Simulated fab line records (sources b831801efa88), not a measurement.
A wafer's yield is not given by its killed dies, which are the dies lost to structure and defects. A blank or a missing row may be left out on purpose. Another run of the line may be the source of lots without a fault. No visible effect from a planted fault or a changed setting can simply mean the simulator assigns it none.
fab line records | flow sky130 | part 2 of 2: steps 29 to 38 of 38
record lots=5 | wafers=15 | last_day=49
route steps=708 shown VT_ADJUST_PCH@152 SONOS_TUNNEL@154 SONOS_ONO@168 GATE_OXIDE@187
lots with no fault: from the same line, run without faults
start_h: hours from the record's opening day to when the first of the lot's shown wafers began | wait_h: time in hours since the lot's previous step | " the same as in the row above | L1.1+2: one row covering several wafers at once | - no value present, or no start provided | * or withheld: withheld | < > ~ a bound
route shown NAME@n: a module of which the file shows steps, and the number in the route of the first | usual: the fault-free wafers' mean and standard deviation | same: alike in all rows | chamber/n: place in a boat | sites: each site's reading | _std_site: standard deviation across them | _edge_site: outer sites' mean less inner sites' | radius_mm: how far each site lies from the wafer's centre | mask NAME#n: copy n | behind: the tool/chamber that last shaped the wafer | hold: what put the lot on hold/how long, in hours/how the hold closed | device: the n, p or np transistor that did not switch | end of line: tests run on the same wafers once the route is complete | step lacking rows: just its recipe | killed: at the first sort, the dies lost to defects and structure; wafer yield is something else | map: the dies of a wafer, with x for killed, . for not killed, _ for no die there
set.NAME: the setting the step ran with; set.NAME@STEP: the setting that earlier step ran with | model.NAME: the simulator's own value behind a step, which no gauge read
lots at selected steps of the route; one table per step, one row per wafer
services: from which hour (start_h, from the record's first day; less than 0 if before it) a tool's chamber was out of use, for how many hours, and why
## steps
# step SKY_SONOS_ONO_DEVELOP_12
# recipe develop_time_s=60 | dev_temp_c=23
# usual exhaust_pa=45.2/0.92
lot.wafer | tool           | chamber | start_h | wait_h | exhaust_pa
L074.4    | litho_track-02 | 0       | 274.94  | 0.1    | 44.7
L074.5    | "              | 0       | "       | "      | 45.2
L074.6    | "              | 0       | "       | "      | 47.0
L078.1    | litho_track-03 | 0       | 311.23  | 0.1    | 46.5
L078.2    | "              | 0       | "       | "      | 45.1
L078.4    | "              | 0       | "       | "      | 45.1
L080.1    | litho_track-02 | 0       | 325.06  | 0.1    | 44.9
L080.2    | "              | 0       | "       | "      | 46.1
L080.6    | "              | 0       | "       | "      | 46.2
L084.1    | litho_track-01 | 0       | 362.10  | 0.1    | 44.4
L084.4    | "              | 0       | "       | "      | 43.5
L084.6    | "              | 0       | "       | "      | 44.5
L091.3    | litho_track-02 | 0       | 422.11  | 0.1    | 46.0
L091.5    | "              | 0       | "       | "      | 46.2
L091.6    | "              | 0       | "       | "      | 44.4
# step SKY_SONOS_ONO_CD_MEAS_13
# recipe target_cd_nm=410
# usual cd_nm=409.5/2
lot.wafer | tool      | chamber | start_h | wait_h | cd_nm
L074.4    | cd_sem-01 | -       | 275.07  | 0.1    | 411.4
L074.5    | "         | -       | "       | "      | 409.8
L074.6    | "         | -       | "       | "      | 411.3
L078.1    | cd_sem-01 | -       | 311.38  | 0.1    | 410.0
L078.2    | "         | -       | "       | "      | 408.8
L078.4    | "         | -       | "       | "      | 410.5
L080.1    | cd_sem-01 | -       | 325.21  | 0.1    | 409.0
L080.2    | "         | -       | "       | "      | 410.1
L080.6    | "         | -       | "       | "      | 410.1
L084.1    | cd_sem-01 | -       | 362.25  | 0.1    | 410.7
L084.4    | "         | -       | "       | "      | 410.6
L084.6    | "         | -       | "       | "      | 412.1
L091.3    | cd_sem-01 | -       | 422.25  | 0.1    | 407.2
L091.5    | "         | -       | "       | "      | 410.6
L091.6    | "         | -       | "       | "      | 410.8
# step SKY_SONOS_ONO_OVL_MEAS_14
# usual SONOS_ONO_OVL=-0.6/1.3
lot.wafer | tool       | chamber | start_h | wait_h | SONOS_ONO_OVL[nm]
L074.4    | overlay-02 | -       | 275.15  | 0.1    | 0.9
L074.5    | "          | -       | "       | "      | 0.2
L074.6    | "          | -       | "       | "      | 0.9
L078.1    | overlay-01 | -       | 311.50  | 0.1    | -0.3
L078.2    | "          | -       | "       | "      | -0.7
L078.4    | "          | -       | "       | "      | 0.1
L080.1    | overlay-02 | -       | 325.33  | 0.1    | -1.8
L080.2    | "          | -       | "       | "      | -2.1
L080.6    | "          | -       | "       | "      | -2.2
L084.1    | overlay-01 | -       | 362.37  | 0.1    | -2.2
L084.4    | "          | -       | "       | "      | -2.1
L084.6    | "          | -       | "       | "      | -3.2
L091.3    | overlay-01 | -       | 422.34  | 0.1    | 1.4
L091.5    | "          | -       | "       | "      | -1.5
L091.6    | "          | -       | "       | "      | 0.1
# step SKY_SONOS_ONO_ETCH_15
# recipe target_depth_nm=19.52 | chemistry=CHF3/O2 | source_w=600 | bias_w=200 | pressure_mtorr=40 | chf3_flow_sccm=50 | O2_flow_sccm=5 | time_s=7.8
# usual drypump_motor_current_A=5.7/0.39 | oes_product_au=0.999/0.0074 | throttle_valve_pct=8.825/0.0085
lot.wafer | tool        | chamber | start_h | wait_h | drypump_motor_current_A | oes_product_au | rf_hours_counter_h | throttle_valve_pct
L074.4    | rie_diel-03 | 3       | 275.17  | 0.0    | 5.2                     | 1.004          | 4                  | 8.822
L074.5    | "           | 2       | "       | "      | 5.9                     | 1.002          | -                  | 8.818
L074.6    | "           | 3       | "       | "      | 5.2                     | 0.997          | -                  | 8.822
L078.1    | rie_diel-03 | 1       | 311.53  | 0.0    | 6.0                     | 0.998          | 2                  | 8.839
L078.2    | "           | 2       | "       | "      | 5.9                     | 0.990          | 86                 | 8.815
L078.4    | "           | 0       | "       | "      | 5.3                     | 1.003          | 17                 | 8.824
L080.1    | rie_diel-01 | 0       | 325.37  | 0.0    | 5.7                     | 0.997          | 51                 | 8.834
L080.2    | "           | 1       | "       | "      | 5.5                     | 0.981          | 45                 | 8.822
L080.6    | "           | 2       | "       | "      | 5.7                     | 1.003          | -                  | 8.838
L084.1    | rie_diel-03 | 0       | 362.40  | 0.0    | 5.3                     | 1.003          | 17                 | 8.816
L084.4    | "           | 1       | "       | "      | 6.0                     | 0.987          | 2                  | 8.816
L084.6    | "           | 1       | "       | "      | 6.0                     | 0.998          | -                  | 8.825
L091.3    | rie_diel-03 | 3       | 422.37  | 0.0    | 5.2                     | 1.008          | 7                  | 8.834
L091.5    | "           | 2       | "       | "      | 5.9                     | 0.993          | -                  | 8.836
L091.6    | "           | 1       | "       | "      | 6.0                     | 0.996          | -                  | 8.827
# step SKY_SONOS_ONO_WET_ETCH_16
# recipe chemistry=dHF | target_depth_nm=14 | dry=n2_spin | target=SiO2 | dilution=100:1 | temp_c=25 | time_s=280
lot.wafer  | tool         | chamber | start_h | wait_h
L074.4+5+6 | wet_bench-04 | 3       | 275.19  | 0.0
L078.1+2+4 | wet_bench-03 | 1       | 311.55  | 0.0
L080.1+2+6 | wet_bench-01 | 2       | 325.39  | 0.0
L084.1+4+6 | wet_bench-03 | 2       | 362.42  | 0.0
L091.3+5+6 | wet_bench-01 | 1       | 422.39  | 0.0
# step SKY_SONOS_ONO_STRIP_17
# recipe chemistry=O2/N2 | power_w=1400 | pressure_mtorr=1500 | platen_temp_c=withheld | o2_flow_sccm=3000 | n2_flow_sccm=300 | overash_fraction=0.5
# usual drypump_motor_current_A=5.7/0.41 | oes_product_au=0.710/0.0044 | strip_time_to_endpoint_s=14.12/0.042
# same overash_fraction=0.5
lot.wafer | tool            | chamber | start_h | wait_h | drypump_motor_current_A | oes_product_au | rf_hours_counter_h | strip_time_to_endpoint_s
L074.4    | plasma_asher-03 | 0       | 275.31  | 0.0    | 6.0                     | 0.714          | -                  | 14.05
L074.5    | "               | 0       | "       | "      | 6.0                     | 0.723          | -                  | 14.07
L074.6    | "               | 1       | "       | "      | 5.0                     | 0.704          | -                  | 14.09
L078.1    | plasma_asher-01 | 1       | 311.64  | 0.0    | 6.1                     | 0.711          | 15                 | 14.05
L078.2    | "               | 0       | "       | "      | 5.3                     | 0.713          | 15                 | 14.06
L078.4    | "               | 1       | "       | "      | 6.0                     | 0.713          | -                  | 14.11
L080.1    | plasma_asher-03 | 0       | 325.47  | 0.0    | 6.0                     | 0.707          | 65                 | 14.15
L080.2    | "               | 1       | "       | "      | 5.1                     | 0.715          | 65                 | 14.15
L080.6    | "               | 0       | "       | "      | 6.0                     | 0.703          | -                  | 14.12
L084.1    | plasma_asher-01 | 0       | 362.51  | 0.0    | 5.3                     | 0.713          | 21                 | 14.16
L084.4    | "               | 0       | "       | "      | 5.3                     | 0.708          | -                  | 14.15
L084.6    | "               | 1       | "       | "      | 6.0                     | 0.710          | -                  | 14.19
L091.3    | plasma_asher-02 | 1       | 422.51  | 0.0    | 6.2                     | 0.706          | -                  | 14.14
L091.5    | "               | 1       | "       | "      | 6.2                     | 0.709          | -                  | 14.14
L091.6    | "               | 0       | "       | "      | 5.8                     | 0.718          | -                  | 14.10
# step SKY_SONOS_ONO_WET_ETCH_18
# recipe chemistry=H3PO4 | target_depth_nm=15 | target=Si3N4 | temp_c=160 | time_s=172
# usual bath_guard_temp_C=160.0/0.54
lot.wafer | tool         | chamber | start_h | wait_h | bath_guard_temp_C
L074.4    | wet_bench-03 | 2       | 275.37  | 0.0    | 159.6
L074.5    | "            | 2       | "       | "      | 159.8
L074.6    | "            | 2       | "       | "      | 159.9
L078.1    | wet_bench-01 | 0       | 311.74  | 0.1    | 159.6
L078.2    | "            | 0       | "       | "      | 159.7
L078.4    | "            | 0       | "       | "      | 159.4
L080.1    | wet_bench-04 | 2       | 325.57  | 0.1    | 160.3
L080.2    | "            | 2       | "       | "      | 160.6
L080.6    | "            | 2       | "       | "      | 160.6
L084.1    | wet_bench-04 | 3       | 362.61  | 0.1    | 159.8
L084.4    | "            | 3       | "       | "      | 160.4
L084.6    | "            | 3       | "       | "      | 159.7
L091.3    | wet_bench-01 | 2       | 422.57  | 0.0    | 160.8
L091.5    | "            | 2       | "       | "      | 160.2
L091.6    | "            | 2       | "       | "      | 160.9
# step SKY_GATE_OXIDE_CLEAN_00
# recipe chemistry=SC1/SC2 | mix=1:4:20 | temp_c=70 | time_s=150 | dry=n2_spin
# usual bath_guard_temp_C=69.7/0.55
lot.wafer | tool         | chamber | start_h | wait_h | bath_guard_temp_C
L074.4    | wet_bench-04 | 1       | 275.43  | 0.0    | 69.1
L074.5    | "            | 1       | "       | "      | 68.9
L074.6    | "            | 1       | "       | "      | 68.6
L078.1    | wet_bench-03 | 1       | 311.80  | 0.0    | 70.0
L078.2    | "            | 1       | "       | "      | 69.4
L078.4    | "            | 1       | "       | "      | 69.7
L080.1    | wet_bench-04 | 1       | 325.64  | 0.0    | 69.1
L080.2    | "            | 1       | "       | "      | 68.9
L080.6    | "            | 1       | "       | "      | 69.0
L084.1    | wet_bench-01 | 3       | 362.66  | 0.0    | 69.4
L084.4    | "            | 3       | "       | "      | 69.3
L084.6    | "            | 3       | "       | "      | 69.1
L091.3    | wet_bench-01 | 1       | 422.63  | 0.0    | 69.0
L091.5    | "            | 1       | "       | "      | 69.2
L091.6    | "            | 1       | "       | "      | 69.2
# step SKY_GATE_OXIDE_OXIDATION_01
# recipe temp_c=900 | ambient=O2 | stabilise_s=600 | purge_s=300 | target_thk_a=102.68 | ox_time_s=1473
lot.wafer  | tool       | chamber | start_h | wait_h
L074.4+5+6 | furnace-02 | 0       | 275.48  | 0.0
L078.1+2+4 | furnace-02 | 0       | 312.36  | 0.5
L080.1+2+6 | furnace-02 | 0       | 326.77  | 1.1
L084.1+4+6 | furnace-02 | 0       | 364.02  | 1.3
L091.3+5+6 | furnace-01 | 0       | 422.68  | 0.0
# step SKY_GATE_OXIDE_THK_MEAS_02
# recipe reads=SiO2_of_GATE_OXIDE_OXIDATION_01
# usual GATE_OXIDE_OXIDATION_00_THK=10.30/0.19
lot.wafer | tool          | chamber | start_h | wait_h | GATE_OXIDE_OXIDATION_00_THK[nm]
L074.4    | film_metro-03 | -       | 276.92  | 0.0    | 10.35
L074.5    | "             | -       | "       | "      | 10.13
L074.6    | "             | -       | "       | "      | 10.10
L078.1    | film_metro-03 | -       | 313.77  | 0.0    | 10.32
L078.2    | "             | -       | "       | "      | 10.36
L078.4    | "             | -       | "       | "      | 10.27
L080.1    | film_metro-01 | -       | 328.18  | 0.0    | 10.02
L080.2    | "             | -       | "       | "      | 9.89
L080.6    | "             | -       | "       | "      | 10.34
L084.1    | film_metro-04 | -       | 365.46  | 0.0    | 10.36
L084.4    | "             | -       | "       | "      | 10.48
L084.6    | "             | -       | "       | "      | 10.38
L091.3    | film_metro-03 | -       | 424.11  | 0.0    | 10.31
L091.5    | "             | -       | "       | "      | 10.51
L091.6    | "             | -       | "       | "      | 10.25
## services
tool             | chamber | start_h | hours | kind
plasma_asher-01  | -       | 197.01  | 28.1  | pm
rie_diel-03      | -       | 197.85  | 2.8   | pm
rie_diel-03      | 1       | 202.54  | 2.9   | repair
rie_diel-03      | 2       | 211.32  | 8.2   | repair
lpcvd-03         | -       | 212.78  | 0.6   | repair
furnace-02       | -       | 213.74  | 2.6   | pm
furnace-02       | -       | 263.96  | 2.7   | pm
plasma_asher-02  | -       | 270.71  | 3.7   | repair
plasma_asher-03  | -       | 275.72  | 4.3   | pm
iline_stepper-01 | -       | 284.67  | 1.7   | pm
iline_stepper-01 | -       | 291.51  | 4.4   | pm
rie_diel-03      | -       | 292.38  | 2.0   | repair
furnace-02       | -       | 302.14  | 10.2  | repair
rie_diel-03      | 0       | 302.45  | 4.0   | repair
iline_stepper-01 | -       | 324.01  | 20.5  | repair
plasma_asher-02  | -       | 340.27  | 14.6  | pm
plasma_asher-03  | -       | 343.76  | 2.8   | pm
rie_diel-03      | -       | 351.58  | 0.2   | repair
furnace-01       | -       | 351.63  | 3.1   | pm
lpcvd-02         | -       | 353.65  | 14.6  | pm
furnace-02       | -       | 371.63  | 2.7   | pm
iline_stepper-01 | -       | 409.27  | 7.8   | repair
plasma_asher-03  | -       | 421.25  | 9.0   | pm
wet_bench-03     | -       | 421.29  | 1.9   | pm
